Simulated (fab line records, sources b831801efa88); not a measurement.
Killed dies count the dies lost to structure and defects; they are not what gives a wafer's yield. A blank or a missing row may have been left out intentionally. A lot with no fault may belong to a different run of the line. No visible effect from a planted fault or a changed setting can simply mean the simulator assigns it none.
The tool behind it: which one? || flow sky130 || 42 wafers from 14 lots sampled at 4 of the route's 708 steps

## WHAT THE GAUGES READ, wafer by wafer
SKY_NWELL_RS_MEAS_31: measurement is done with a four-point probe. Usual: for PWDE_RS the level is 5278 ohm/sq and the standard deviation is 18.
{"lot": "L578", "measured": "day 5 14:12", "on": "film_metro-04", "PWDE_RS (ohm/sq)": "5270 5272 5270", "flag": ""}
{"lot": "L579", "measured": "day 5 19:02", "on": "film_metro-03", "PWDE_RS (ohm/sq)": "5264 5254 5258", "flag": ""}
{"lot": "L580", "measured": "day 5 22:20", "on": "film_metro-03", "PWDE_RS (ohm/sq)": "5294 5290 5289", "flag": ""}
{"lot": "L581", "measured": "day 6 05:06", "on": "film_metro-04", "PWDE_RS (ohm/sq)": "5248 5250 5235", "flag": ""}
{"lot": "L582", "measured": "day 6 09:57", "on": "film_metro-01", "PWDE_RS (ohm/sq)": "5291 5300 5276", "flag": ""}
{"lot": "L583", "measured": "day 6 18:35", "on": "film_metro-01", "PWDE_RS (ohm/sq)": "5302 5283 5285", "flag": ""}
{"lot": "L584", "measured": "day 6 23:44", "on": "film_metro-03", "PWDE_RS (ohm/sq)": "5279 5272 5259", "flag": ""}
{"lot": "L585", "measured": "day 7 05:44", "on": "film_metro-04", "PWDE_RS (ohm/sq)": "5303 5270 5293", "flag": ""}
{"lot": "L593", "measured": "day 9 14:47", "on": "film_metro-04", "PWDE_RS (ohm/sq)": "5281 5286 5298", "flag": ""}
{"lot": "L594", "measured": "day 9 15:41", "on": "film_metro-01", "PWDE_RS (ohm/sq)": "5270 5248 5251", "flag": ""}
{"lot": "L598", "measured": "day 10 11:28", "on": "film_metro-01", "PWDE_RS (ohm/sq)": "5279 5286 5290", "flag": ""}
{"lot": "L599", "measured": "day 10 17:56", "on": "film_metro-01", "PWDE_RS (ohm/sq)": "5263 5241 5262", "flag": ""}
{"lot": "L600", "measured": "day 11 00:01", "on": "film_metro-01", "PWDE_RS (ohm/sq)": "5284 5294 5296", "flag": ""}
{"lot": "L601", "measured": "day 11 03:34", "on": "film_metro-01", "PWDE_RS (ohm/sq)": "5312 5305 5280", "flag": ""}

SKY_GATE_OXIDE_OVL_MEAS_10. Usual: for GATE_OXIDE_OVL the level is -1.5 nm and the standard deviation is 1.4.
{"lot": "L578", "measured": "day 14 09:37", "on": "overlay-02", "GATE_OXIDE_OVL (nm)": "-3.4 -1.7 -2.1", "flag": ""}
{"lot": "L579", "measured": "day 14 18:47", "on": "overlay-02", "GATE_OXIDE_OVL (nm)": "-1.7 -0.1 -2.9", "flag": ""}
{"lot": "L580", "measured": "day 14 21:53", "on": "overlay-01", "GATE_OXIDE_OVL (nm)": "-2.4 -1.1 -0.8", "flag": ""}
{"lot": "L581", "measured": "day 15 08:03", "on": "overlay-01", "GATE_OXIDE_OVL (nm)": "-0.6 -2.1 -1.0", "flag": ""}
{"lot": "L582", "measured": "day 15 15:52", "on": "overlay-02", "GATE_OXIDE_OVL (nm)": "-0.6 1.6 0.6", "flag": ""}
{"lot": "L583", "measured": "day 16 03:54", "on": "overlay-01", "GATE_OXIDE_OVL (nm)": "-1.1 -1.5 -2.0", "flag": ""}
{"lot": "L584", "measured": "day 16 12:20", "on": "overlay-02", "GATE_OXIDE_OVL (nm)": "1.3 0.1 1.3", "flag": ""}
{"lot": "L585", "measured": "day 16 20:09", "on": "overlay-01", "GATE_OXIDE_OVL (nm)": "-0.6 -1.5 -2.5", "flag": ""}
{"lot": "L593", "measured": "day 20 11:56", "on": "overlay-01", "GATE_OXIDE_OVL (nm)": "-5.4 -4.1 -2.9", "flag": ""}
{"lot": "L594", "measured": "day 20 13:01", "on": "overlay-01", "GATE_OXIDE_OVL (nm)": "-1.3 -1.0 -2.1", "flag": ""}
{"lot": "L598", "measured": "day 21 13:19", "on": "overlay-01", "GATE_OXIDE_OVL (nm)": "-0.8 -2.5 -2.2", "flag": ""}
{"lot": "L599", "measured": "day 21 23:35", "on": "overlay-01", "GATE_OXIDE_OVL (nm)": "-2.1 -3.6 -3.1", "flag": ""}
{"lot": "L600", "measured": "day 22 01:25", "on": "overlay-01", "GATE_OXIDE_OVL (nm)": "-1.5 -1.7 -1.6", "flag": ""}
{"lot": "L601", "measured": "day 22 08:53", "on": "overlay-01", "GATE_OXIDE_OVL (nm)": "-1.9 -2.3 -0.5", "flag": ""}

SKY_POLY_GATE_THK_MEAS_01. Usual: for POLY_GATE_CVD_00_THK the level is 180.0 nm and the standard deviation is 1.7.
{"lot": "L578", "measured": "day 14 13:29", "on": "film_metro-03", "POLY_GATE_CVD_00_THK (nm)": "180.9 180.6 181.3", "flag": ""}
{"lot": "L579", "measured": "day 14 22:22", "on": "film_metro-02", "POLY_GATE_CVD_00_THK (nm)": "178.3 179.4 178.1", "flag": ""}
{"lot": "L580", "measured": "day 15 01:23", "on": "film_metro-03", "POLY_GATE_CVD_00_THK (nm)": "181.1 182.5 181.0", "flag": ""}
{"lot": "L581", "measured": "day 15 12:52", "on": "film_metro-01", "POLY_GATE_CVD_00_THK (nm)": "179.5 178.6 178.6", "flag": ""}
{"lot": "L582", "measured": "day 15 19:05", "on": "film_metro-02", "POLY_GATE_CVD_00_THK (nm)": "180.8 179.8 179.3", "flag": ""}
{"lot": "L583", "measured": "day 16 07:32", "on": "film_metro-01", "POLY_GATE_CVD_00_THK (nm)": "180.4 181.2 180.3", "flag": ""}
{"lot": "L584", "measured": "day 16 15:53", "on": "film_metro-02", "POLY_GATE_CVD_00_THK (nm)": "181.2 181.8 181.2", "flag": ""}
{"lot": "L585", "measured": "day 16 23:56", "on": "film_metro-01", "POLY_GATE_CVD_00_THK (nm)": "178.9 179.8 178.0", "flag": ""}
{"lot": "L593", "measured": "day 20 15:11", "on": "film_metro-02", "POLY_GATE_CVD_00_THK (nm)": "177.9 178.2 177.7", "flag": ""}
{"lot": "L594", "measured": "day 20 16:44", "on": "film_metro-02", "POLY_GATE_CVD_00_THK (nm)": "182.1 181.3 180.8", "flag": ""}
{"lot": "L598", "measured": "day 21 16:35", "on": "film_metro-01", "POLY_GATE_CVD_00_THK (nm)": "182.4 180.2 182.2", "flag": ""}
{"lot": "L599", "measured": "day 22 02:49", "on": "film_metro-02", "POLY_GATE_CVD_00_THK (nm)": "182.1 182.5 182.8", "flag": ""}
{"lot": "L600", "measured": "day 22 04:44", "on": "film_metro-03", "POLY_GATE_CVD_00_THK (nm)": "180.9 182.1 181.3", "flag": ""}
{"lot": "L601", "measured": "day 22 12:07", "on": "film_metro-01", "POLY_GATE_CVD_00_THK (nm)": "180.5 181.3 181.7", "flag": ""}

## TOOL THAT RAN EACH LOT (tool first, then ch and the chambers of the sampled wafers, then the start)
{"lot": "L578", "SKY_VT_ADJUST_LVTN_DEVELOP_06": "litho_track-02 ch 0, day 7 04:00"}
{"lot": "L579", "SKY_VT_ADJUST_LVTN_DEVELOP_06": "litho_track-03 ch 0, day 7 10:00"}
{"lot": "L580", "SKY_VT_ADJUST_LVTN_DEVELOP_06": "litho_track-03 ch 0, day 7 13:00"}
{"lot": "L581", "SKY_VT_ADJUST_LVTN_DEVELOP_06": "litho_track-02 ch 0, day 7 20:00"}
{"lot": "L582", "SKY_VT_ADJUST_LVTN_DEVELOP_06": "litho_track-03 ch 0, day 8 00:00"}
{"lot": "L583", "SKY_VT_ADJUST_LVTN_DEVELOP_06": "litho_track-01 ch 0, day 8 09:00"}
{"lot": "L584", "SKY_VT_ADJUST_LVTN_DEVELOP_06": "litho_track-01 ch 0, day 8 15:00"}
{"lot": "L585", "SKY_VT_ADJUST_LVTN_DEVELOP_06": "litho_track-02 ch 0, day 8 21:00"}
{"lot": "L593", "SKY_VT_ADJUST_LVTN_DEVELOP_06": "litho_track-03 ch 0, day 11 13:00"}
{"lot": "L594", "SKY_VT_ADJUST_LVTN_DEVELOP_06": "litho_track-03 ch 0, day 11 15:00"}
{"lot": "L598", "SKY_VT_ADJUST_LVTN_DEVELOP_06": "litho_track-02 ch 0, day 12 11:00"}
{"lot": "L599", "SKY_VT_ADJUST_LVTN_DEVELOP_06": "litho_track-01 ch 0, day 12 19:00"}
{"lot": "L600", "SKY_VT_ADJUST_LVTN_DEVELOP_06": "litho_track-01 ch 0, day 13 01:00"}
{"lot": "L601", "SKY_VT_ADJUST_LVTN_DEVELOP_06": "litho_track-01 ch 0, day 13 06:00"}
- SKY_VT_ADJUST_LVTN_DEVELOP_06: develop time 60 s.

## WHAT THE TOOLS THEMSELVES READ (means of the sampled wafers that have a number; where no wafer has one, the mark that the record gives instead)
SKY_VT_ADJUST_LVTN_DEVELOP_06. Usual: chill_plate_temp_C 23.00 C, standard deviation 0.094; developer_temp_C 22.98 C, standard deviation 0.1; exhaust_pa 44.9 Pa, standard deviation 0.9.
{"lot": "L578", "tool": "litho_track-02", "chill_plate_temp_C (C)": 23.09, "developer_temp_C (C)": 23.10, "exhaust_pa (Pa)": 45.2, "flag": ""}
{"lot": "L579", "tool": "litho_track-03", "chill_plate_temp_C (C)": 23.02, "developer_temp_C (C)": 22.97, "exhaust_pa (Pa)": 44.8, "flag": ""}
{"lot": "L580", "tool": "litho_track-03", "chill_plate_temp_C (C)": 23.04, "developer_temp_C (C)": 22.82, "exhaust_pa (Pa)": 44.6, "flag": ""}
{"lot": "L581", "tool": "litho_track-02", "chill_plate_temp_C (C)": 22.92, "developer_temp_C (C)": 23.06, "exhaust_pa (Pa)": 45.6, "flag": ""}
{"lot": "L582", "tool": "litho_track-03", "chill_plate_temp_C (C)": 22.94, "developer_temp_C (C)": 22.98, "exhaust_pa (Pa)": 44.3, "flag": ""}
{"lot": "L583", "tool": "litho_track-01", "chill_plate_temp_C (C)": 23.03, "developer_temp_C (C)": 22.91, "exhaust_pa (Pa)": 45.7, "flag": ""}
{"lot": "L584", "tool": "litho_track-01", "chill_plate_temp_C (C)": 23.04, "developer_temp_C (C)": 22.79, "exhaust_pa (Pa)": 44.3, "flag": ""}
{"lot": "L585", "tool": "litho_track-02", "chill_plate_temp_C (C)": 23.06, "developer_temp_C (C)": 22.95, "exhaust_pa (Pa)": 44.9, "flag": ""}
{"lot": "L593", "tool": "litho_track-03", "chill_plate_temp_C (C)": 23.02, "developer_temp_C (C)": 22.07, "exhaust_pa (Pa)": 44.7, "flag": "OFF"}
{"lot": "L594", "tool": "litho_track-03", "chill_plate_temp_C (C)": 23.02, "developer_temp_C (C)": 22.03, "exhaust_pa (Pa)": 43.9, "flag": "OFF"}
{"lot": "L598", "tool": "litho_track-02", "chill_plate_temp_C (C)": 23.04, "developer_temp_C (C)": 23.02, "exhaust_pa (Pa)": 46.6, "flag": ""}
{"lot": "L599", "tool": "litho_track-01", "chill_plate_temp_C (C)": 23.03, "developer_temp_C (C)": 22.94, "exhaust_pa (Pa)": 44.5, "flag": ""}
{"lot": "L600", "tool": "litho_track-01", "chill_plate_temp_C (C)": 22.84, "developer_temp_C (C)": 23.10, "exhaust_pa (Pa)": 45.2, "flag": ""}
{"lot": "L601", "tool": "litho_track-01", "chill_plate_temp_C (C)": 23.15, "developer_temp_C (C)": 22.81, "exhaust_pa (Pa)": 43.9, "flag": ""}

## THE ANSWER, worked out from the rows above alone
Rule: a lot counts as off when the mean over its wafers that have a number is more than 3 standard deviations away from the usual mean. Also off: a lot with no number at a reading for which 4 or more lots have one. All remaining lots with rows at the step are treated as sound. Order of review: gauges by route order, followed by the tools' own readings, for which a lot's mean as printed above is used. At the first step where some lot is off, the reading lying furthest off is the one used; lots without a number count as furthest.
Off at SKY_VT_ADJUST_LVTN_DEVELOP_06 (developer_temp_C): L593, L594.
A tool fits if, at that step or a process step before it, it ran every lot that is off, and no sound lot after the first of them. One candidate fits, namely litho_track-03 at SKY_VT_ADJUST_LVTN_DEVELOP_06. A fault onset in the window from L582 (day 8 00:00, its last sound lot) to L593 (day 11 13:00, its first lot off) fits.
The tool's own readings at SKY_VT_ADJUST_LVTN_DEVELOP_06 bear it out: on the lots that are off they differ by more than 5 times the standard deviation of the sound lots' means. developer_temp_C reads 22.05 C there against 22.95 C on the sound lots.

## WHAT THE SIMULATOR HAD INSERTED
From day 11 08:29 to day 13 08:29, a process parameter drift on litho_track-03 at SKY_VT_ADJUST_LVTN_DEVELOP_06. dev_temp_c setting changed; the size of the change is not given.
Shown lots that were struck: L593, L594. The rule given above showed the same thing.
